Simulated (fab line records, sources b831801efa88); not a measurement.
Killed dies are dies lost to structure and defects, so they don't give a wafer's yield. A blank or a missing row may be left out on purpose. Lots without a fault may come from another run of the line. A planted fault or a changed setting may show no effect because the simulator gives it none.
fab line records | flow sky130
record lots=7 wafers=21 last_day=48
route steps=708 shown NWELL@65 PAD_OPEN@708
lots that met no fault: from a run of the same line without faults
start_h: hours from the record's first day to the start of the lot's first wafer shown | wait_h: hours since the lot's step before | " the same as in the row above | L1.1+2: a row that stands for several wafers | - no value, or no start given | * or withheld: withheld | < > ~ a bound
route shown NAME@n: a module of which the file shows steps, and the number in the route of the first | usual: mean/standard deviation of fault-free wafers | same: alike in all rows | chamber/n: place in a boat | sites: the reading at each site | _std_site: their standard deviation | _edge_site: outer sites' mean less inner sites' | radius_mm: how far each site lies from the wafer's centre | mask NAME#n: copy n | behind: the tool/chamber that last shaped the wafer | hold: why the lot was held/for how many hours/how that ended | device: the transistor (n, p or np) that didn't switch | end of line: the same wafers' tests at the end of the route | a step without rows: its recipe alone | killed: dies lost to structure and defects at the first sort, not the wafer's yield | map: a wafer's dies, x killed, . not, _ none there
set.NAME: the setting as run; set.NAME@STEP: as run at that earlier step | model.NAME: the simulator's own value behind a step, which no gauge read
lots at some steps of the route; a table a step, a row a wafer
services: from which hour (start_h, from the record's first day; less than 0 if before it) a tool's chamber was out of use, for how many hours, and why
## steps
# step SKY_NWELL_IMPLANT_12
# recipe species=P energy_kev=120 dose_cm2=1.3e+12 tilt_deg=withheld
# step SKY_NWELL_IMPLANT_13
# recipe species=P energy_kev=50 dose_cm2=7e+11 tilt_deg=withheld
# step SKY_NWELL_STRIP_14
# recipe chemistry=O2/N2 power_w=1400 pressure_mtorr=1500 platen_temp_c=withheld o2_flow_sccm=3000 n2_flow_sccm=300 overash_fraction=0.5
# usual drypump_motor_current_A=5.9/0.49 n2_flow_sccm=300.1/0.91 oes_product_au=0.722/0.0046 strip_time_to_endpoint_s=36.95/0.1
# columns lot.wafer tool chamber start_h wait_h drypump_motor_current_A n2_flow_sccm oes_product_au rf_hours_counter_h strip_time_to_endpoint_s
L160.1 plasma_asher-01 0 91.92 0.1 6.7 300.8 0.716 31 37.03
L160.3 " 0 " " 6.7 299.4 0.727 - 36.92
L160.6 " 1 " " 5.7 300.9 0.732 - 36.87
L161.1 plasma_asher-01 1 99.59 0.1 5.7 300.9 0.722 32 37.03
L161.2 " 0 " " 6.7 300.1 0.721 32 36.98
L161.4 " 0 " " 6.7 300.5 0.720 - 36.98
L167.1 plasma_asher-02 0 130.32 0.1 5.4 298.0 0.726 37 36.96
L167.2 " 1 " " 6.2 300.6 0.720 37 36.94
L167.5 " 0 " " 5.4 300.9 0.725 - 36.96
L169.1 plasma_asher-03 0 148.32 0.1 6.2 300.6 0.722 2 36.95
L169.4 " 1 " " 5.5 299.3 0.723 - 36.96
L169.5 " 1 " " 5.5 300.2 0.721 - 36.96
L170.2 plasma_asher-02 1 150.29 0.1 6.2 299.8 0.720 39 36.83
L170.3 " 1 " " 6.3 298.6 0.724 - 36.97
L170.4 " 0 " " 5.4 300.5 0.719 - 36.94
L172.1 plasma_asher-02 1 160.53 0.1 6.2 299.8 0.724 39 36.74
L172.4 " 1 " " 6.3 300.6 0.720 - 36.70
L172.5 " 1 " " 6.2 300.9 0.722 - 36.75
L173.1 plasma_asher-03 1 165.68 0.1 5.5 300.5 0.725 5 36.79
L173.2 " 0 " " 6.1 300.5 0.725 5 36.89
L173.4 " 1 " " 5.5 301.5 0.716 - 36.88
# step SKY_NWELL_TW_MEAS_15
# usual NWELL_TW=1834/28
# columns lot.wafer tool chamber start_h wait_h NWELL_TW
L160.1 film_metro-02 - 92.02 0.1 1818
L160.3 " - " " 1825
L160.6 " - " " 1819
L161.1 film_metro-02 - 99.69 0.1 1828
L161.2 " - " " 1828
L161.4 " - " " 1832
L167.1 film_metro-01 - 130.42 0.1 1870
L167.2 " - " " 1872
L167.5 " - " " 1865
L169.1 film_metro-02 - 148.42 0.1 1833
L169.4 " - " " 1831
L169.5 " - " " 1821
L170.2 film_metro-02 - 150.40 0.1 1826
L170.3 " - " " 1828
L170.4 " - " " 1827
L172.1 film_metro-04 - 160.63 0.1 1802
L172.4 " - " " 1813
L172.5 " - " " 1816
L173.1 film_metro-02 - 165.78 0.1 1829
L173.2 " - " " 1834
L173.4 " - " " 1828
# step SKY_NWELL_DEHYDRATE_16
# recipe temp_c=200 time_s=60
# step SKY_NWELL_HMDS_17
# recipe prime_time_s=60 prime_temp_c=120
# step SKY_NWELL_COAT_18
# recipe spin_rpm=2000 resist_thk_nm=3000
# step SKY_NWELL_SOFTBAKE_19
# recipe temp_c=110 time_s=withheld
# step SKY_NWELL_EXPOSE_20
# recipe mask_id=NWM_COMPLEMENT na=0.6 source_shape=conventional sigma_outer=0.6 polarization=unpolarized target_cd_nm=840 dose_mj=260
# step SKY_NWELL_PEB_21
# recipe temp_c=115 time_s=withheld
# step SKY_NWELL_DEVELOP_22
# recipe wall_angle_deg=90 developer=TMAH develop_time_s=60 dev_temp_c=23
# step SKY_NWELL_OVL_MEAS_23
# usual NWELL_01_OVL=-1.3/1.3
# columns lot.wafer tool chamber start_h wait_h NWELL_01_OVL[nm]
L160.1 overlay-01 - 109.28 - 0.5
L160.3 " - " " -0.1
L160.6 " - " " -0.1
L161.1 overlay-01 - 118.00 - -0.8
L161.2 " - " " -0.2
L161.4 " - " " -1.7
L167.1 overlay-02 - 150.15 - -3.3
L167.2 " - " " -1.1
L167.5 " - " " -1.9
L169.1 overlay-01 - 168.10 - -0.9
L169.4 " - " " -2.2
L169.5 " - " " -1.0
L170.2 overlay-01 - 170.21 - -0.4
L170.3 " - " " -1.1
L170.4 " - " " -1.7
L172.1 overlay-01 - 180.55 - -0.2
L172.4 " - " " -0.4
L172.5 " - " " -0.2
L173.1 overlay-01 - 185.80 - -5.1
L173.2 " - " " -3.6
L173.4 " - " " -3.3
# step SKY_NWELL_IMPLANT_24
# recipe species=B energy_kev=140 dose_cm2=9.2e+12 tilt_deg=withheld
# usual beam_on_s=9.99/0.22 dose_ions_cm2=9.2e+12/9.8e+09 faraday_current_uA=51.9/1.1
# columns lot.wafer tool chamber start_h wait_h beam_on_s dose_ions_cm2 faraday_current_uA
L160.1 implanter-03 0 109.32 0.0 9.47 9.176e+12 54.7
L160.3 " 0 " " 10.24 9.198e+12 50.8
L160.6 " 0 " " 9.36 9.185e+12 55.0
L161.1 implanter-04 0 118.04 0.0 10.18 9.205e+12 50.9
L161.2 " 0 " " 10.01 9.211e+12 51.9
L161.4 " 0 " " 9.99 9.191e+12 52.1
L167.1 implanter-03 0 150.19 0.0 10.04 1.1085e+13 62.4
L167.2 " 0 " " 10.06 1.11e+13 62.1
L167.5 " 0 " " 10.18 1.108e+13 61.4
L169.1 implanter-03 0 168.14 0.0 10.31 1.1083e+13 60.8
L169.4 " 0 " " 10.19 1.1102e+13 61.3
L169.5 " 0 " " 10.19 1.1078e+13 61.6
L170.2 implanter-03 0 170.26 0.0 9.98 1.1093e+13 62.8
L170.3 " 0 " " 9.98 1.1103e+13 62.7
L170.4 " 0 " " 9.80 1.1102e+13 63.9
L172.1 implanter-04 0 180.58 0.0 10.14 9.206e+12 51.2
L172.4 " 0 " " 10.18 9.195e+12 50.9
L172.5 " 0 " " 10.03 9.209e+12 51.6
L173.1 implanter-01 0 185.83 0.0 10.02 9.192e+12 51.4
L173.2 " 0 " " 9.78 9.218e+12 53.1
L173.4 " 0 " " 10.28 9.204e+12 50.6
# step SKY_NWELL_STRIP_25
# recipe chemistry=O2/N2 power_w=1400 pressure_mtorr=1500 platen_temp_c=withheld o2_flow_sccm=3000 n2_flow_sccm=300 overash_fraction=0.5
# usual drypump_motor_current_A=5.9/0.46 n2_flow_sccm=300.0/0.84 oes_product_au=0.723/0.0041 strip_time_to_endpoint_s=36.96/0.11
# columns lot.wafer tool chamber start_h wait_h drypump_motor_current_A n2_flow_sccm oes_product_au rf_hours_counter_h strip_time_to_endpoint_s
L160.1 plasma_asher-01 0 109.47 0.1 6.7 299.0 0.722 32 37.09
L160.3 " 0 " " 6.8 299.8 0.719 - 37.11
L160.6 " 1 " " 5.7 297.8 0.723 - 36.98
L161.1 plasma_asher-01 1 118.19 0.1 5.8 300.8 0.728 33 37.06
L161.2 " 0 " " 6.7 301.1 0.719 33 37.11
L161.4 " 0 " " 6.7 298.1 0.720 - 36.99
L167.1 plasma_asher-03 1 150.34 0.1 5.5 300.9 0.717 3 37.21
L167.2 " 0 " " 6.2 300.4 0.730 3 37.34
L167.5 " 0 " " 6.1 300.8 0.719 - 37.25
L169.1 plasma_asher-01 0 168.29 0.1 6.7 299.9 0.726 38 36.89
L169.4 " 0 " " 6.7 299.5 0.719 - 36.96
L169.5 " 1 " " 5.8 299.3 0.729 - 36.87
L170.2 plasma_asher-03 0 170.39 0.1 6.1 299.3 0.716 5 36.99
L170.3 " 0 " " 6.2 300.2 0.728 - 36.92
L170.4 " 1 " " 5.5 299.5 0.720 - 37.00
L172.1 plasma_asher-03 1 180.73 0.1 5.5 299.0 0.720 6 36.95
L172.4 " 1 " " 5.5 299.6 0.723 - 37.01
L172.5 " 1 " " 5.5 299.7 0.717 - 36.83
L173.1 plasma_asher-02 0 185.98 0.1 5.4 299.9 0.719 42 37.14
L173.2 " 1 " " 6.2 300.5 0.722 42 37.11
L173.4 " 1 " " 6.3 300.8 0.721 - 37.15
# step SKY_NWELL_TW_MEAS_26
# usual NWELL_2_TW=502/7.9
# columns lot.wafer tool chamber start_h wait_h hold NWELL_2_TW
L160.1 film_metro-04 - 109.57 0.1 - 493
L160.3 " - " " - 493
L160.6 " - " " - 492
L161.1 film_metro-01 - 118.29 0.1 - 507
L161.2 " - " " - 506
L161.4 " - " " - 510
L167.1 film_metro-01 - 150.44 0.1 await_dispo/0.2h/release 543
L167.2 " - " " await_dispo/0.2h/release 542
L167.5 " - " " await_dispo/0.2h/release 543
L167.1 film_metro-01 - 150.67 0.2 - 541
L167.2 " - " " - 541
L167.5 " - " " - 542
L169.1 film_metro-02 - 168.39 0.1 - 525
L169.4 " - " " - 530
L169.5 " - " " - 529
L170.2 film_metro-01 - 170.50 0.1 await_dispo/0.2h/release 541
L170.3 " - " " await_dispo/0.2h/release 542
L170.4 " - " " await_dispo/0.2h/release 537
L170.2 film_metro-01 - 170.73 0.2 - 539
L170.3 " - " " - 537
L170.4 " - " " - 537
L172.1 film_metro-01 - 180.83 0.1 - 510
L172.4 " - " " - 510
L172.5 " - " " - 510
L173.1 film_metro-02 - 186.08 0.1 - 497
L173.2 " - " " - 499
L173.4 " - " " - 496
# step SKY_PAD_OPEN_PROBE_99
# usual killed_at_M0_to_M3=44/6.6 killed_at_M4_up=3.4/1.9 killed_at_contacts=25/5.6 killed_at_front_end=15/4.6 killed_at_other=0.3/0.6 killed_dies=88/9.5 killed_open=47/7.1 killed_short=40/6.4
# same gross_dies=492 killed_at_back_side=0
# columns lot.wafer tool chamber start_h wait_h killed_at_M0_to_M3 killed_at_M4_up killed_at_contacts killed_at_front_end killed_at_other killed_dies killed_open killed_short model.etest.pfet_16v.r_on_ohm_um model.etest.res_iso_pwell.rs_ohm_sq model.etest.res_pwell_under_gate.rs_ohm_sq model.etest.res_iso_pwell.line_ohm_um model.etest.tip_n_5v.rs_ohm_sq model.etest.res_nwell.width_nm model.etest.pfet_16v.drive_ua_um model.etest.field_n.vt_v
L160.1 prober-01 - 1082.58 0.1 48 2 16 8 0 74 45 29 1.552e+04 3065 2269 1153 1385 845.3 240.6 36.44
L160.3 prober-01 - 1082.68 0.2 52 2 23 16 1 94 52 42 1.558e+04 3010 2272 1134 1382 844.5 236.8 36.29
L160.6 prober-01 - 1082.83 0.2 46 2 26 12 1 87 41 46 1.545e+04 3039 2280 1150 1388 842 238.5 36.38
L161.1 prober-02 - 1085.71 0.1 42 2 28 14 0 86 52 34 1.512e+04 2873 2282 1093 1378 824.5 245.8 35.7
L161.2 prober-02 - 1085.76 0.1 43 4 28 10 0 85 41 42 1.5e+04 2839 2301 1082 1389 829.6 245.3 35.19
L161.4 prober-02 - 1085.86 0.2 45 4 22 16 0 87 47 38 1.52e+04 3002 2287 1120 1381 821.9 242.7 36.22
L167.1 prober-02 - 1121.08 0.1 39 5 28 19 0 91 48 43 1.409e+04 2991 2006 1128 1425 828.4 263 39.26
L167.2 prober-02 - 1121.13 0.1 34 3 20 13 0 70 35 35 1.406e+04 2970 1995 1111 1422 833.6 262.5 39.33
L167.5 prober-02 - 1121.28 0.2 39 4 25 22 0 90 45 45 1.406e+04 2987 2015 1127 1414 833.2 261.5 39.17
L169.1 prober-02 - 1137.41 0.1 48 7 23 13 0 91 41 49 1.34e+04 2353 1994 864.5 1424 804.7 263.1 38.34
L169.4 prober-02 - 1137.56 0.2 37 2 20 18 0 77 50 26 1.349e+04 2408 1997 906.4 1416 809 262.6 38.74
L169.5 prober-02 - 1137.61 0.2 44 3 20 14 0 81 45 35 1.349e+04 2376 1987 892 1415 815.1 263.2 38.56
L170.2 prober-01 - 1139.58 0.1 46 4 22 23 0 95 56 39 1.379e+04 2266 1996 853.6 1386 820.9 258.1 38.21
L170.3 prober-01 - 1139.63 0.2 55 2 30 17 0 104 55 49 1.375e+04 2239 2003 843.2 1396 818.1 256.9 37.83
L170.4 prober-01 - 1139.68 0.2 38 5 23 16 0 82 39 42 1.379e+04 2251 1995 856.5 1394 817.6 256.6 38.25
L172.1 prober-01 - 1149.77 0.1 38 3 31 10 1 83 39 44 1.519e+04 2876 2257 1076 1391 825.8 238 35.93
L172.4 prober-01 - 1149.92 0.2 46 0 22 21 1 90 48 42 1.486e+04 2758 2273 1040 1385 824.6 243.9 34.97
L172.5 prober-01 - 1149.97 0.2 48 6 13 12 0 79 45 34 1.497e+04 2804 2246 1052 1372 825 243.1 35.53
L173.1 prober-02 - 1152.02 0.1 49 1 24 10 0 84 44 40 1.554e+04 2820 2316 1056 1362 831 236.1 35.36
L173.2 prober-02 - 1152.07 0.1 33 6 22 16 1 78 31 47 1.554e+04 2867 2306 1092 1366 827.5 235.6 35.67
L173.4 prober-02 - 1152.17 0.2 31 3 21 16 0 71 35 36 1.55e+04 2813 2299 1058 1363 834.6 234.5 35.22
# killed by level:class
L160.1 VIA1:geometric_particle:open=18 VIA2:geometric_particle:open=6 METAL1:geometric_particle:short=6 LI_CONTACT:geometric_particle:open=5 CONTACT:geometric_particle:open=5 VIA3:geometric_particle:short=4 VIA3:geometric_particle:open=4 LI_CONTACT:geometric_particle:short=3
L160.3 VIA1:geometric_particle:open=14 CONTACT:geometric_particle:open=9 METAL2:geometric_particle:short=8 VIA3:geometric_particle:open=7 CONTACT:geometric_particle:short=6 METAL1:geometric_particle:short=6 POLY_GATE:geometric_particle:open=5 VIA1:geometric_particle:short=4
L160.6 VIA1:geometric_particle:short=12 CONTACT:geometric_particle:open=10 VIA1:geometric_particle:open=8 METAL2:geometric_particle:short=6 VIA2:geometric_particle:open=6 FIELD_ISO:geometric_particle:short=5 LI_CONTACT:geometric_particle:open=5 METAL1:geometric_particle:short=5
L161.1 VIA1:geometric_particle:open=11 CONTACT:geometric_particle:open=10 VIA3:geometric_particle:open=7 VIA2:geometric_particle:open=7 LI_CONTACT:geometric_particle:open=6 CONTACT:geometric_particle:short=5 LOCAL_INTERCONNECT:geometric_particle:short=4 VIA2:geometric_particle:short=4
L161.2 CONTACT:geometric_particle:open=10 VIA1:geometric_particle:open=10 VIA2:geometric_particle:open=7 LI_CONTACT:geometric_particle:open=6 CONTACT:geometric_particle:short=6 VIA1:geometric_particle:short=5 METAL2:geometric_particle:short=5 FIELD_ISO:geometric_particle:short=4
L161.4 VIA1:geometric_particle:open=12 LI_CONTACT:geometric_particle:open=9 VIA1:geometric_particle:short=8 VIA3:geometric_particle:open=7 CONTACT:geometric_particle:open=5 VIA2:geometric_particle:open=5 METAL3:geometric_particle:short=4 FIELD_ISO:geometric_particle:short=3
L167.1 VIA1:geometric_particle:open=15 CONTACT:geometric_particle:open=8 CONTACT:geometric_particle:short=7 FIELD_ISO:geometric_particle:short=6 FIELD_ISO:geometric_particle:open=5 LI_CONTACT:geometric_particle:open=5 METAL1:geometric_particle:short=5 LOCAL_INTERCONNECT:geometric_particle:short=4
L167.2 VIA1:geometric_particle:open=9 LI_CONTACT:geometric_particle:open=9 POLY_GATE:geometric_particle:short=6 METAL2:geometric_particle:short=6 VIA2:geometric_particle:open=6 CONTACT:geometric_particle:open=5 CONTACT:geometric_particle:short=4 FIELD_ISO:geometric_particle:short=3
L167.5 VIA1:geometric_particle:open=10 LI_CONTACT:geometric_particle:open=8 LOCAL_INTERCONNECT:geometric_particle:short=6 VIA2:geometric_particle:open=6 POLY_GATE:geometric_particle:short=5 POLY_GATE:geometric_particle:open=5 VIA1:geometric_particle:short=5 CONTACT:geometric_particle:short=5
L169.1 VIA1:geometric_particle:open=14 VIA1:geometric_particle:short=8 CONTACT:geometric_particle:open=7 POLY_GATE:geometric_particle:short=6 METAL2:geometric_particle:short=5 LOCAL_INTERCONNECT:geometric_particle:short=5 CONTACT:geometric_particle:short=5 METAL1:geometric_particle:short=5
L169.4 LI_CONTACT:geometric_particle:open=10 VIA1:geometric_particle:open=9 CONTACT:geometric_particle:open=8 POLY_GATE:geometric_particle:open=6 VIA1:geometric_particle:short=6 VIA2:geometric_particle:open=5 VIA3:geometric_particle:short=5 VIA3:geometric_particle:open=4
L169.5 VIA1:geometric_particle:open=13 CONTACT:geometric_particle:open=8 LI_CONTACT:geometric_particle:open=6 VIA2:geometric_particle:open=5 VIA3:geometric_particle:short=5 LI_CONTACT:geometric_particle:short=4 VIA1:geometric_particle:short=4 VIA3:geometric_particle:open=4
L170.2 VIA1:geometric_particle:open=12 VIA2:geometric_particle:open=10 CONTACT:geometric_particle:open=9 FIELD_ISO:geometric_particle:short=8 LI_CONTACT:geometric_particle:open=7 FIELD_ISO:geometric_particle:open=5 METAL2:geometric_particle:short=5 VIA3:geometric_particle:open=5
L170.3 VIA1:geometric_particle:open=16 CONTACT:geometric_particle:open=12 VIA1:geometric_particle:short=9 LI_CONTACT:geometric_particle:open=7 METAL3:geometric_particle:short=7 VIA2:geometric_particle:short=6 LI_CONTACT:geometric_particle:short=5 VIA3:geometric_particle:open=5
L170.4 LI_CONTACT:geometric_particle:open=8 FIELD_ISO:geometric_particle:short=7 CONTACT:geometric_particle:open=7 VIA3:geometric_particle:open=7 VIA3:geometric_particle:short=5 VIA1:geometric_particle:open=5 METAL2:geometric_particle:short=5 METAL4:geometric_particle:short=5
L172.1 LI_CONTACT:geometric_particle:open=10 LOCAL_INTERCONNECT:geometric_particle:short=8 VIA1:geometric_particle:short=8 VIA3:geometric_particle:open=6 LI_CONTACT:geometric_particle:short=5 METAL1:geometric_particle:short=5 VIA1:geometric_particle:open=5 CONTACT:geometric_particle:short=4
L172.4 VIA1:geometric_particle:open=17 LOCAL_INTERCONNECT:geometric_particle:short=7 POLY_GATE:geometric_particle:short=6 FIELD_ISO:geometric_particle:open=5 FIELD_ISO:geometric_particle:short=5 LI_CONTACT:geometric_particle:open=5 METAL1:geometric_particle:short=5 VIA2:geometric_particle:open=5
L172.5 VIA1:geometric_particle:open=14 VIA3:geometric_particle:open=8 VIA3:geometric_particle:short=7 CONTACT:geometric_particle:open=5 METAL2:geometric_particle:short=5 LOCAL_INTERCONNECT:geometric_particle:short=4 VIA2:geometric_particle:open=4 FIELD_ISO:geometric_particle:short=3
L173.1 VIA1:geometric_particle:open=9 LI_CONTACT:geometric_particle:open=8 METAL1:geometric_particle:short=8 VIA2:geometric_particle:open=7 VIA3:geometric_particle:open=6 LOCAL_INTERCONNECT:geometric_particle:short=5 CONTACT:geometric_particle:open=5 VIA1:geometric_particle:short=5
L173.2 CONTACT:geometric_particle:open=7 VIA1:geometric_particle:open=7 FIELD_ISO:geometric_particle:short=6 LI_CONTACT:geometric_particle:open=6 METAL1:geometric_particle:short=6 METAL2:geometric_particle:short=5 VIA3:geometric_particle:short=4 LOCAL_INTERCONNECT:geometric_particle:short=4
L173.4 CONTACT:geometric_particle:open=7 METAL2:geometric_particle:short=7 VIA1:geometric_particle:open=6 LI_CONTACT:geometric_particle:open=5 CONTACT:geometric_particle:short=5 POLY_GATE:geometric_particle:short=4 POLY_GATE:geometric_particle:open=4 VIA2:geometric_particle:open=4
## services
# columns tool chamber start_h hours kind
implanter-03 - 71.32 1.1 repair
plasma_asher-02 - 74.16 0.5 repair
plasma_asher-03 - 95.34 18.4 repair
plasma_asher-01 - 101.19 5.6 repair
plasma_asher-03 - 113.75 9.0 pm
plasma_asher-03 0 113.75 9.0 vent_cycle
plasma_asher-03 1 113.75 9.0 vent_cycle
plasma_asher-03 0 122.75 - clean
plasma_asher-03 1 122.75 - clean
plasma_asher-02 - 153.94 6.1 repair
plasma_asher-01 - 158.02 2.8 pm
## key
first_sign step=SKY_NWELL_IMPLANT_24 reading=dose_ions_cm2 direction=up sigmas=99+ usual=* struck=*
effect step=SKY_NWELL_IMPLANT_24 reading=faraday_current_uA direction=up sigmas=9 usual=51.9 struck=62.1
effect step=SKY_NWELL_TW_MEAS_26 reading=visit direction=added
model_effect step=SKY_PAD_OPEN_PROBE_99 value=etest.pfet_16v.r_on_ohm_um without=1.5e+04 struck=1.377e+04
met_at SKY_NWELL_IMPLANT_24
struck_wafers L167.1,L167.2,L167.5,L169.1,L169.4,L169.5,L170.2,L170.3,L170.4
tester_left_out L167,L169,L170
onset_between 109.32 150.19
fault kind=process_parameter_drift tool=implanter-03 chamber=- onset_h=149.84 steps=SKY_NWELL_IMPLANT_24 channel=dose_cm2 offset=* shape=step end_h=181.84 acts_in=* stated=*
# tester_left_out: of these lots the tester's yield and bins aren't shown, on N5 and GAA mostly nor the transistor test; their killed dies are dies lost to structure and defects alone, not to doping, threshold or leakage, so they don't give the yield
